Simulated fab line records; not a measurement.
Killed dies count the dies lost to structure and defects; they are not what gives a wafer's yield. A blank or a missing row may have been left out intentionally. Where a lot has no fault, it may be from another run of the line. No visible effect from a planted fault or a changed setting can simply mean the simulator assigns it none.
Problem report, 8D (eight disciplines) form, completed by code	flow sky130	the parts of the form that need people (team, actions taken, sign-off) are left out

== 1. WHAT IS WRONG ==
Mean of run_length_s at SKY_FIELD_ISO_WET_ETCH_30: 124 s across 6 wafers in 2 lots; on wafers with no fault it is 78 s (standard deviation 3.1). Relative to the usual mean, that is a shift of +15 standard deviations.
The step: etches SiO2 in dHF, target depth 25 nm, time 50 s.
The first sign was on wafer L262.2 at day 5 16:05, on wet_bench-04. At this step, 42 wafers from 14 lots have a number in the record. Rule for "out" (also "out of limits"): further than 4 standard deviations from the usual mean. The rest of the wafers with a number are treated as sound.

== 2. WHAT IT IS; WHAT IT IS NOT ==
question	is	is not
which readings at this step	run_length_s	-
which lots	L262, L267	L247, L249, L252, L253, L254, L255, L256, L257, L258, L259, L260, L261
which wafers of those lots	all that have a number	-
read on which tools	wet_bench-04	wet_bench-01, wet_bench-03
when	from day 5 16:05	up to then (36 sound wafers)

== 3. WHAT RULES OUT EACH SUSPECT ==
Counting: any tool at a process step up to the reading is kept as a suspect provided that every lot that is out went through it and no sound lot did after the first of them.
- cmp-01 at SKY_FIELD_ISO_CMP_27 (polishes, stops on Si3N4, t overpolish 16 s, target thk 457.8 nm): kept. It ran every lot that is out, first L262 (day 5 15:14), and no sound lot after that; its last sound lot up to then is L261 (day 5 10:31).
- wet_bench-04 at SKY_FIELD_ISO_WET_ETCH_30 (etches SiO2 in dHF, target depth 25 nm, time 50 s): kept. It ran every lot that is out, first L262 (day 5 16:05), and no sound lot after that; its last sound lot up to then is L261 (day 5 11:18). Its own run_length_s readings are out on those wafers.
After counting, cmp-01 at SKY_FIELD_ISO_CMP_27 and wet_bench-04 at SKY_FIELD_ISO_WET_ETCH_30 remain.

== 4. THE CAUSE (what the simulator had put in) ==
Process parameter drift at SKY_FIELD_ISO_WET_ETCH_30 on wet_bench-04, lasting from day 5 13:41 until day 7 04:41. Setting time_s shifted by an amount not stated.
This tool is one of the 2 suspects left after counting.

== 5. SEQUENCE OF EFFECTS, ordered by route ==
Rows list readings where the struck wafers' mean (over those with a number) sits beyond 3 standard deviations from the usual. Only readings for which the record gives a usual standard deviation are gone through. hours: the time from each lot's start at the first step in this table that gives one to its start at this step, as a median over the lots. sigmas: the change in usual standard deviations.
hours	step	reading	usual	on struck wafers	change	sigmas
0	SKY_FIELD_ISO_WET_ETCH_30	run_length_s	78 s	124	+46	+15
It contains these process steps:
- SKY_FIELD_ISO_WET_ETCH_30: etches SiO2 in dHF, target depth 25 nm, time 50 s.
At these later measuring or inspecting steps, every struck wafer for which the step has a row has a number for every such reading, and none has moved that far: SKY_PWDE_OVL_MEAS_07.

== 6. WHAT WOULD HAVE CAUGHT IT SOONER ==
2 hours passed between the start of the fault at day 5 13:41 and the first reading out of limits in this record, taken at day 5 16:05.
